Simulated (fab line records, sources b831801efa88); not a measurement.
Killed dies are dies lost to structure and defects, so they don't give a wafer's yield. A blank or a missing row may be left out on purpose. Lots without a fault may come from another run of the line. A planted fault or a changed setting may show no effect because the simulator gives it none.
fab line records | flow sky130
record lots=6 wafers=18 last_day=50
route steps=708 shown VIA1@471 METAL2@483 PAD_OPEN@708
lots that met no fault: from a run of the same line without faults
start_h: hours from the record's first day to the start of the lot's first wafer shown | wait_h: hours since the lot's step before | " the same as in the row above | L1.1+2: a row that stands for several wafers | - no value, or no start given | * or withheld: withheld | < > ~ a bound
route shown NAME@n: a module of which the file shows steps, and the number in the route of the first | usual: mean/standard deviation of fault-free wafers | same: alike in all rows | chamber/n: place in a boat | sites: the reading at each site | _std_site: their standard deviation | _edge_site: outer sites' mean less inner sites' | radius_mm: how far each site lies from the wafer's centre | mask NAME#n: copy n | behind: the tool/chamber that last shaped the wafer | hold: why the lot was held/for how many hours/how that ended | device: the transistor (n, p or np) that didn't switch | end of line: the same wafers' tests at the end of the route | a step without rows: its recipe alone | killed: dies lost to structure and defects at the first sort, not the wafer's yield | map: a wafer's dies, x killed, . not, _ none there
set.NAME: the setting as run; set.NAME@STEP: as run at that earlier step | model.NAME: the simulator's own value behind a step, which no gauge read
lots at some steps of the route; a table a step, a row a wafer
services: from which hour (start_h, from the record's first day; less than 0 if before it) a tool's chamber was out of use, for how many hours, and why
## steps
# step SKY_VIA1_OVL_MEAS_13
# usual VIA1_OVL=-2/5.5
# columns lot.wafer tool chamber start_h wait_h VIA1_OVL[nm]
L666.1 overlay-02 - 795.34 0.1 -3
L666.2 " - " " 5
L666.4 " - " " 2
L670.1 overlay-01 - 817.70 0.1 -2
L670.5 " - " " -7
L670.6 " - " " 1
L678.3 overlay-01 - 896.15 0.1 -12
L678.4 " - " " -14
L678.5 " - " " -11
L679.1 overlay-02 - 908.79 0.1 1
L679.3 " - " " 1
L679.4 " - " " 2
L684.2 overlay-01 - 946.56 0.1 -4
L684.3 " - " " 7
L684.6 " - " " -1
L686.2 overlay-02 - 950.41 0.1 6
L686.4 " - " " -1
L686.6 " - " " 4
# step SKY_VIA1_ETCH_14
# recipe chemistry=N2/H2 target=BARC ion_energy_ev=200 source_w=500 bias_w=100 pressure_mtorr=30 n2_flow_sccm=100 h2_flow_sccm=200 stop_on=SiO2 time_s=45.9 target_depth_a=600
# step SKY_VIA1_ETCH_15
# recipe target=SiO2 chemistry=C4F8/O2/Ar target_depth_nm=351 stop_on=TiN mask_material=KrF-thick source_w=1500 bias_w=1200 pressure_mtorr=40 c4f8_flow_sccm=withheld O2_flow_sccm=6 Ar_flow_sccm=300 time_s=54
# usual oes_product_au=0.981/0.0063
# columns lot.wafer tool chamber start_h wait_h oes_product_au rf_hours_counter_h
L666.1 rie_diel-04 3 795.42 0.0 0.968 6
L666.2 " 0 " " 0.983 2
L666.4 " 2 " " 0.990 11
L670.1 rie_diel-02 3 817.78 0.0 0.989 30
L670.5 " 1 " " 0.980 -
L670.6 " 0 " " 0.980 -
L678.3 rie_diel-01 0 896.22 0.0 0.983 11
L678.4 " 3 " " 0.982 18
L678.5 " 2 " " 0.987 -
L679.1 rie_diel-02 0 908.87 0.0 0.981 24
L679.3 " 2 " " 0.979 11
L679.4 " 3 " " 0.979 1
L684.2 rie_diel-02 0 946.63 0.0 0.982 25
L684.3 " 3 " " 0.997 2
L684.6 " 2 " " 0.984 -
L686.2 rie_diel-04 1 950.48 0.0 0.987 13
L686.4 " 0 " " 0.978 6
L686.6 " 2 " " 0.983 -
# step SKY_VIA1_STRIP_16
# recipe chemistry=O2/N2 power_w=1400 pressure_mtorr=1500 platen_temp_c=withheld o2_flow_sccm=3000 n2_flow_sccm=300 overash_fraction=0.5
# usual drypump_motor_current_A=5.4/0.35 oes_product_au=0.416/0.0045 strip_time_to_endpoint_s=4.459/0.026
# columns lot.wafer tool chamber start_h wait_h drypump_motor_current_A oes_product_au rf_hours_counter_h strip_time_to_endpoint_s
L666.1 plasma_asher-04 1 795.46 0.0 5.2 0.420 96 4.535
L666.2 " 0 " " 5.7 0.421 96 4.487
L666.4 " 0 " " 5.7 0.410 - 4.466
L670.1 plasma_asher-01 0 817.83 0.0 4.9 0.415 7 4.448
L670.5 " 0 " " 4.9 0.411 - 4.417
L670.6 " 1 " " 5.7 0.413 - 4.433
L678.3 plasma_asher-01 0 896.30 0.1 4.9 0.417 - 4.443
L678.4 " 1 " " 5.7 0.410 - 4.483
L678.5 " 1 " " 5.6 0.421 - 4.479
L679.1 plasma_asher-01 0 908.91 0.0 4.9 0.418 16 4.450
L679.3 " 1 " " 5.7 0.417 - 4.441
L679.4 " 0 " " 4.9 0.419 - 4.447
L684.2 plasma_asher-04 0 946.68 0.0 5.6 0.416 110 4.456
L684.3 " 0 " " 5.6 0.415 - 4.459
L684.6 " 0 " " 5.6 0.416 - 4.473
L686.2 plasma_asher-03 0 950.53 0.0 5.1 0.412 85 4.442
L686.4 " 1 " " 5.9 0.423 - 4.471
L686.6 " 1 " " 5.9 0.420 - 4.483
# step SKY_VIA1_STRIP_17
# recipe chemistry=post_etch_residue_remover time_s=1200 temp_c=72.5
# step SKY_VIA1_CLEAN_18
# recipe chemistry=IPA time_s=180 temp_c=25
# step SKY_VIA1_CLEAN_19
# recipe chemistry=O3/DIW dry=n2_spin
# step SKY_VIA1_SPUTTER_20
# recipe material=TiN target_thk_nm=20 chamber_pressure_pa=5 power_w=4000 time_s=80
# step SKY_VIA1_CVD_21
# recipe material=W target_thk_nm=270 time_s=80.902 temp_c=400 pressure_torr=40
# usual heater_power_w=839/33
# columns lot.wafer tool chamber start_h wait_h heater_power_w
L666.1 cvd_w-02 1 796.12 0.0 835
L666.2 " 0 " " 862
L666.4 " 1 " " 838
L670.1 cvd_w-02 1 818.48 0.0 849
L670.5 " 1 " " 830
L670.6 " 0 " " 849
L678.3 cvd_w-02 1 896.96 0.1 830
L678.4 " 0 " " 837
L678.5 " 0 " " 858
L679.1 cvd_w-02 1 909.98 0.0 831
L679.3 " 1 " " 846
L679.4 " 0 " " 880
L684.2 cvd_w-02 1 947.67 0.0 837
L684.3 " 1 " " 856
L684.6 " 1 " " 845
L686.2 cvd_w-02 1 951.22 0.0 831
L686.4 " 1 " " 840
L686.6 " 0 " " 885
# step SKY_VIA1_RS_MEAS_22
# recipe thk_meas_gauge=four-point-probe reads=W_of_VIA1_CVD_21+TiN_of_VIA1_SPUTTER_20
# usual VIA1_W_RS=0.424/0.0082
# columns lot.wafer tool chamber start_h wait_h VIA1_W_RS[ohm/sq]
L666.1 film_metro-04 - 796.21 0.1 0.407
L666.2 " - " " 0.429
L666.4 " - " " 0.404
L670.1 film_metro-01 - 818.58 0.1 0.412
L670.5 " - " " 0.415
L670.6 " - " " 0.428
L678.3 film_metro-01 - 897.06 0.1 0.411
L678.4 " - " " 0.427
L678.5 " - " " 0.426
L679.1 film_metro-03 - 910.07 0.1 0.411
L679.3 " - " " 0.416
L679.4 " - " " 0.432
L684.2 film_metro-03 - 947.78 0.1 0.413
L684.3 " - " " 0.415
L684.6 " - " " 0.415
L686.2 film_metro-01 - 951.33 0.1 0.408
L686.4 " - " " 0.412
L686.6 " - " " 0.430
# step SKY_VIA1_THK_MEAS_23
# recipe thk_meas_gauge=xrf reads=W_of_VIA1_CVD_21
# usual VIA1_W_THK=277/5.7
# columns lot.wafer tool chamber start_h wait_h VIA1_W_THK[nm]
L666.1 film_metro-04 - 796.33 0.1 290
L666.2 " - " " 274
L666.4 " - " " 290
L670.1 film_metro-01 - 818.70 0.1 283
L670.5 " - " " 280
L670.6 " - " " 274
L678.3 film_metro-01 - 897.16 0.1 285
L678.4 " - " " 276
L678.5 " - " " 275
L679.1 film_metro-03 - 910.19 0.1 282
L679.3 " - " " 280
L679.4 " - " " 270
L684.2 film_metro-03 - 947.89 0.1 284
L684.3 " - " " 281
L684.6 " - " " 284
L686.2 film_metro-01 - 951.44 0.1 290
L686.4 " - " " 288
L686.6 " - " " 275
# step SKY_VIA1_CMP_24
# recipe stop_on=SiO2 t_overpolish_s=15 down_force_psi=3.5 platen_rpm=60 target_thk_nm=0 pad_velocity_m_s=0.94248
# usual motor_current_A=11.2/1 overpolish_run_s=15.001/0.0084 slurry_filter_dp_kPa=13.51/0.14 time_to_endpoint_s=65/3.5
# same t_overpolish_s=15
# columns lot.wafer tool chamber start_h wait_h motor_current_A overpolish_run_s slurry_filter_dp_kPa time_to_endpoint_s
L666.4 cmp-02 2 796.39 0.0 11.2 15.008 13.60 64
L666.2 " 3 " " 9.4 15.001 13.63 67
L666.1 " 1 " " 12.4 14.994 13.57 67
L670.1 cmp-02 0 818.76 0.1 11.0 14.983 13.67 69
L670.5 " 0 " " 11.4 15.002 13.35 70
L670.6 " 1 " " 12.8 14.993 13.57 65
L678.3 cmp-02 1 897.20 0.0 12.4 14.996 13.35 66
L678.4 " 3 " " 9.8 15.024 13.62 65
L678.5 " 1 " " 12.8 15.005 13.44 67
L679.4 cmp-02 0 910.30 0.1 10.8 15.003 13.26 61
L679.1 " 1 " " 11.2 14.992 13.61 63
L679.3 " 2 " " 10.9 15.005 13.64 56
L684.3 cmp-02 3 947.94 0.0 10.1 15.007 13.46 69
L684.2 " 2 " " 11.2 14.997 13.63 65
L684.6 " 0 " " 11.2 15.013 13.62 72
L686.4 cmp-02 2 951.54 0.1 11.9 14.994 13.41 65
L686.2 " 0 " " 11.6 15.003 13.36 68
L686.6 " 1 " " 12.3 14.995 13.71 63
# step SKY_METAL2_SPUTTER_00
# recipe material=Ti target_thk_nm=15 power_w=3000 time_s=10 chamber_pressure_pa=0.4
# usual throttle_valve_pct=30.2/0.73
# columns lot.wafer tool chamber start_h wait_h throttle_valve_pct model.Ti_of_METAL2_SPUTTER_00.thk_nm
L666.1 pvd_sputter-04 - 796.69 0.1 29.5 15.39
L666.2 " - " " 28.7 15.55
L666.4 " - " " 29.6 15.01
L670.1 pvd_sputter-02 - 819.06 0.2 29.9 14.95
L670.5 " - " " 29.9 14.88
L670.6 " - " " 31.3 15.04
L678.3 pvd_sputter-02 - 897.50 0.2 29.9 20.26
L678.4 " - " " 30.1 20.17
L678.5 " - " " 30.1 20.23
L679.1 pvd_sputter-02 - 910.55 0.1 30.9 20.46
L679.3 " - " " 29.7 20.24
L679.4 " - " " 30.7 20.32
L684.2 pvd_sputter-03 - 948.24 0.1 30.2 15.24
L684.3 " - " " 31.0 14.99
L684.6 " - " " 31.3 15.09
L686.2 pvd_sputter-03 - 951.79 0.1 30.0 15.05
L686.4 " - " " 31.1 14.88
L686.6 " - " " 30.8 14.91
# step SKY_METAL2_SPUTTER_01
# recipe material=TiN target_thk_nm=20 power_w=6500 time_s=16.7 chamber_pressure_pa=0.4
# usual throttle_valve_pct=30.2/0.69
# columns lot.wafer tool chamber start_h wait_h throttle_valve_pct
L666.1 pvd_sputter-04 - 796.71 0.0 29.6
L666.2 " - " " 28.8
L666.4 " - " " 29.4
L670.1 pvd_sputter-02 - 819.08 0.0 29.8
L670.5 " - " " 29.8
L670.6 " - " " 31.0
L678.3 pvd_sputter-02 - 897.52 0.0 29.8
L678.4 " - " " 30.1
L678.5 " - " " 30.0
L679.1 pvd_sputter-02 - 910.57 0.0 30.7
L679.3 " - " " 29.7
L679.4 " - " " 30.6
L684.2 pvd_sputter-03 - 948.27 0.0 30.2
L684.3 " - " " 31.1
L684.6 " - " " 31.1
L686.2 pvd_sputter-03 - 951.81 0.0 29.9
L686.4 " - " " 30.8
L686.6 " - " " 30.8
# step SKY_PAD_OPEN_PROBE_99
# usual defect_limited_yield=82.6/1.9 killed_at_M0_to_M3=43/7.2 killed_at_M4_up=3.5/2 killed_at_contacts=24/5.2 killed_at_front_end=15/4.4 killed_at_other=0.2/0.48 killed_dies=85/9.4 killed_open=46/7.3 killed_short=39/6.1 sort_bin_3_pad_short=0.8/0.37 sort_bin_5_function=10.2/1.4 sort_bin_6_memory=6.3/1.1 sort_n_pass=407/9.4 sort_yield_pct=82.6/1.9
# same gross_dies=492 killed_at_back_side=0 sort_bin_4_leakage[%]=0 sort_bin_8_speed[%]=0
# columns lot.wafer tool chamber start_h wait_h defect_limited_yield[%] killed_at_M0_to_M3 killed_at_M4_up killed_at_contacts killed_at_front_end killed_at_other killed_dies killed_open killed_short sort_bin_3_pad_short[%] sort_bin_5_function[%] sort_bin_6_memory[%] sort_n_pass sort_yield_pct[%]
L666.1 prober-01 - 1081.34 0.1 80.7 53 7 24 11 0 95 50 45 0.8 11.6 6.9 397 80.7
L666.2 prober-01 - 1081.39 0.1 83.5 40 5 23 12 1 81 40 41 0.6 11.2 4.7 411 83.5
L666.4 prober-01 - 1081.49 0.2 84.1 37 3 24 14 0 78 43 35 1.0 9.3 5.5 414 84.1
L670.1 prober-01 - 1100.72 0.1 81.5 42 6 21 22 0 91 48 43 0.4 10.4 7.7 401 81.5
L670.5 prober-01 - 1100.92 0.2 82.3 44 8 21 14 0 87 47 40 0.4 9.1 8.1 405 82.3
L670.6 prober-01 - 1100.97 0.2 82.5 42 3 32 9 0 86 51 35 0.8 10.2 6.5 406 82.5
L678.3 prober-02 - 1153.79 0.2 82.1 38 1 34 15 0 88 51 37 1.2 10.0 6.7 404 82.1
L678.4 prober-02 - 1153.84 0.2 84.1 40 3 22 13 0 78 37 41 1.4 9.1 5.3 414 84.1
L678.5 prober-02 - 1153.89 0.2 81.5 56 3 17 15 0 91 46 45 0.8 11.4 6.3 401 81.5
L684.2 prober-02 - 1187.79 0.1 81.9 39 1 30 19 0 89 48 41 1.2 10.8 6.1 403 81.9
L684.3 prober-02 - 1187.84 0.2 82.5 39 3 22 21 1 86 41 41 0.8 11.0 5.7 406 82.5
L684.6 prober-02 - 1187.99 0.2 82.7 50 2 19 14 0 85 37 48 0.6 9.3 7.3 407 82.7
# killed by level:class
L666.1 VIA1:geometric_particle:open=11 CONTACT:geometric_particle:open=10 METAL1:geometric_particle:short=10 VIA3:geometric_particle:open=7 VIA2:geometric_particle:open=7 LOCAL_INTERCONNECT:geometric_particle:short=5 METAL4:geometric_particle:short=5 FIELD_ISO:geometric_particle:short=4
L666.2 CONTACT:geometric_particle:open=12 METAL1:geometric_particle:short=9 VIA1:geometric_particle:short=9 VIA3:geometric_particle:open=7 VIA1:geometric_particle:open=6 LI_CONTACT:geometric_particle:open=5 FIELD_ISO:geometric_particle:short=4 METAL4:geometric_particle:short=4
L666.4 LI_CONTACT:geometric_particle:open=9 VIA1:geometric_particle:open=9 CONTACT:geometric_particle:open=8 VIA3:geometric_particle:open=6 METAL2:geometric_particle:short=5 VIA1:geometric_particle:short=5 LOCAL_INTERCONNECT:geometric_particle:short=5 FIELD_ISO:geometric_particle:open=4
L670.1 METAL1:geometric_particle:short=10 VIA1:geometric_particle:open=9 LI_CONTACT:geometric_particle:open=8 POLY_GATE:geometric_particle:open=6 VIA3:geometric_particle:open=6 POLY_GATE:geometric_particle:short=5 FIELD_ISO:geometric_particle:open=4 FIELD_ISO:geometric_particle:short=4
L670.5 VIA1:geometric_particle:open=11 VIA2:geometric_particle:open=11 METAL4:geometric_particle:short=8 LI_CONTACT:geometric_particle:open=7 CONTACT:geometric_particle:open=6 VIA1:geometric_particle:short=5 VIA2:geometric_particle:short=4 POLY_GATE:geometric_particle:open=4
L670.6 CONTACT:geometric_particle:open=11 VIA1:geometric_particle:open=8 VIA2:geometric_particle:open=8 LI_CONTACT:geometric_particle:open=7 LI_CONTACT:geometric_particle:short=5 METAL2:geometric_particle:short=5 VIA3:geometric_particle:open=5 VIA2:geometric_particle:short=4
L678.3 CONTACT:geometric_particle:open=10 VIA1:geometric_particle:open=10 VIA3:geometric_particle:open=9 LI_CONTACT:geometric_particle:open=8 CONTACT:geometric_particle:short=6 FIELD_ISO:geometric_particle:short=5 LOCAL_INTERCONNECT:geometric_particle:short=5 LI_CONTACT:geometric_particle:short=4
L678.4 VIA1:geometric_particle:open=12 CONTACT:geometric_particle:open=9 FIELD_ISO:geometric_particle:short=7 VIA2:geometric_particle:open=5 LOCAL_INTERCONNECT:geometric_particle:short=5 CONTACT:geometric_particle:short=5 METAL2:geometric_particle:short=5 POLY_GATE:geometric_particle:short=4
L678.5 METAL2:geometric_particle:short=10 VIA1:geometric_particle:open=9 METAL1:geometric_particle:short=7 VIA2:geometric_particle:open=7 CONTACT:geometric_particle:open=6 VIA3:geometric_particle:open=6 FIELD_ISO:geometric_particle:open=5 VIA3:geometric_particle:short=5
L684.2 CONTACT:geometric_particle:open=15 VIA1:geometric_particle:open=8 METAL1:geometric_particle:short=8 METAL2:geometric_particle:short=8 POLY_GATE:geometric_particle:short=7 VIA3:geometric_particle:open=7 LI_CONTACT:geometric_particle:open=6 POLY_GATE:geometric_particle:open=4
L684.3 VIA1:geometric_particle:open=9 METAL2:geometric_particle:short=9 CONTACT:geometric_particle:open=7 VIA3:geometric_particle:open=6 FIELD_ISO:geometric_particle:short=5 LI_CONTACT:geometric_particle:open=5 VIA1:geometric_particle:short=5 POLY_GATE:geometric_particle:open=4
L684.6 VIA1:geometric_particle:open=12 CONTACT:geometric_particle:open=8 METAL2:geometric_particle:short=8 METAL1:geometric_particle:short=6 VIA1:geometric_particle:short=6 VIA3:geometric_particle:open=6 METAL3:geometric_particle:short=5 FIELD_ISO:geometric_particle:short=4
## services
# columns tool chamber start_h hours kind
cmp-02 - 778.03 1.2 repair
cmp-02 - 787.16 1.4 repair
pvd_sputter-02 3 804.10 - consumable_replace:kit
pvd_sputter-02 - 805.55 1.1 repair
rie_diel-01 2 806.97 22.0 repair
rie_diel-04 1 807.96 1.3 repair
cmp-02 - 817.41 0.7 repair
cmp-02 - 822.45 20.0 pm
pvd_sputter-03 - 838.63 10.0 repair
rie_diel-04 2 846.26 4.9 repair
plasma_asher-01 - 846.42 2.8 pm
rie_diel-04 - 849.29 0.1 repair
cmp-02 - 876.03 6.0 pm
pvd_sputter-02 - 878.85 3.7 repair
pvd_sputter-04 - 886.72 13.6 repair
plasma_asher-04 - 890.24 4.4 repair
rie_diel-02 3 892.39 8.7 repair
pvd_sputter-03 - 894.37 1.4 repair
pvd_sputter-03 - 895.22 1.1 repair
rie_diel-01 2 913.43 1.4 repair
cvd_w-02 - 918.00 6.0 pm
rie_diel-01 3 925.66 6.9 repair
cmp-02 - 928.41 5.1 pm
pvd_sputter-02 - 942.10 84.7 repair
## key
first_sign none at tools or gauges
model_effect step=SKY_METAL2_SPUTTER_00 value=Ti_of_METAL2_SPUTTER_00.thk_nm without=15.11 struck=20.28
met_at SKY_METAL2_SPUTTER_00
struck_wafers L678.3,L678.4,L678.5,L679.1,L679.3,L679.4
onset_between 819.06 897.50
also_fits SKY_VIA1_STRIP_16:plasma_asher-01
fault kind=process_parameter_drift tool=pvd_sputter-02 chamber=- onset_h=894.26 steps=SKY_METAL2_SPUTTER_00 channel=target_thk_nm offset=5.1699 shape=step end_h=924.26 acts_in=these_recipes_only stated=15
